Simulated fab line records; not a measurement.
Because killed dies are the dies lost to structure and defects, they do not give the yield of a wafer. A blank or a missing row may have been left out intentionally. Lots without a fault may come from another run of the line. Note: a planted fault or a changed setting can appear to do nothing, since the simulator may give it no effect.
Lot-split experiment    flow gf180mcu    5 lots, 23 wafers read, on a route of 602 steps

SPLIT DETAILS
At GF_V5_CMP_04 (polishes SiO2), the setting leaveAboveRefNm was moved away from the recipe's 855 nm on 10 of the 23 wafers read, by -7.3% to -3.0%. The other wafers ran this setting at the recipe's value.

The split's own step is where the reading is taken.

THE READING
SiO2_of_V5_CVD_02.thkNm (the simulator's own value, which no gauge read), in nm, at GF_V5_CMP_04 (polishes SiO2). The file gives no usual value for it. Across the 13 wafers here that went through the recipe, the average is 855.2 nm and the standard deviation 0.79 nm.

wafer   tool, chamber at the split  leaveAboveRefNm as run, nm  against the recipe  SiO2_of_V5_CVD_02.thkNm, nm  against lot-mates on the recipe
L079.2  cmp-01, 0                   855                         recipe              856                          -
L079.3  cmp-01, 1                   855                         recipe              854.9                        -
L079.4  cmp-01, 3                   798.2                       -6.6%               798.6                        -56.9
L079.5  cmp-01, 0                   798.2                       -6.6%               799.5                        -56.0
L079.6  cmp-01, 1                   798.2                       -6.6%               797.7                        -57.8
L080.2  cmp-01, 1                   855                         recipe              855.1                        -
L080.6  cmp-01, 3                   855                         recipe              855.8                        -
L080.5  cmp-01, 0                   855                         recipe              855.3                        -
L081.1  cmp-02, 0                   801.6                       -6.2%               799.6                        -56.1
L081.4  cmp-02, 1                   855                         recipe              856.1                        -
L081.3  cmp-02, 2                   801.6                       -6.2%               803.7                        -52.0
L081.2  cmp-02, 3                   801.6                       -6.2%               802.8                        -52.9
L081.5  cmp-02, 1                   855                         recipe              855.2                        -
L082.1  cmp-01, 2                   793                         -7.3%               794.5                        -60.1
L082.2  cmp-01, 3                   855                         recipe              855.2                        -
L082.3  cmp-01, 1                   855                         recipe              854.9                        -
L082.6  cmp-01, 2                   855                         recipe              853.6                        -
L082.5  cmp-01, 3                   793                         -7.3%               793.3                        -61.3
L084.4  cmp-02, 1                   855                         recipe              855.3                        -
L084.2  cmp-02, 2                   829                         -3.0%               830.6                        -24.8
L084.1  cmp-02, 0                   855                         recipe              854.1                        -
L084.5  cmp-02, 1                   829                         -3.0%               830.4                        -25.0
L084.6  cmp-02, 2                   855                         recipe              856.7                        -

THE FIT
A straight line over all 23 wafers: SiO2_of_V5_CVD_02.thkNm changes by +8.5 nm for each +1% of leaveAboveRefNm; r = +1.00; the points scatter about the line by 1 nm.
The same after taking each lot's own level away (the mean of its wafers on the recipe; 23 wafers): +8.5 nm for each +1%; r = +1.00; scatter 1 nm.
The reading moves by 62 nm for the largest change in leaveAboveRefNm, on that fit.
Across the lots, their own levels run from 854.57 to 855.65 nm, a range of 1.4 times the standard deviation given above.
Hence the lot-to-lot level has little effect on the slope; both slopes agree.
Check: with one of the wafers moved furthest among these (-7.3%) left out of the fit, the line predicts -61.9 nm for it against its lot-mates. Against them it came out at -60.1 nm.

THESE WAFERS: OTHER SPLITS
Before the reading, these wafers also passed through other splits. Each is held against what the fit with the lots' levels taken away leaves over:
other split on the same wafers  wafers away from the commonest value  r with SiO2_of_V5_CVD_02.thkNm (lot level and that fit taken away)
GF_V4_DEVELOP_13 developTimeS   6                                     -0.12
GF_V4_CVD_23 pressureTorr       10                                    -0.23
GF_MIM_CVD_05 timeS             7                                     -0.15
GF_MIM_SPUTTER_08 powerW        9                                     +0.12
GF_M5_EXPOSE_04 doseMj          9                                     +0.02
GF_M5_METAL_ETCH_10 timeS       7                                     +0.23

FILE'S OWN FIT
SiO2_of_V5_CVD_02.thkNm changes by +8.47 nm for each +1% of leaveAboveRefNm, r = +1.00.
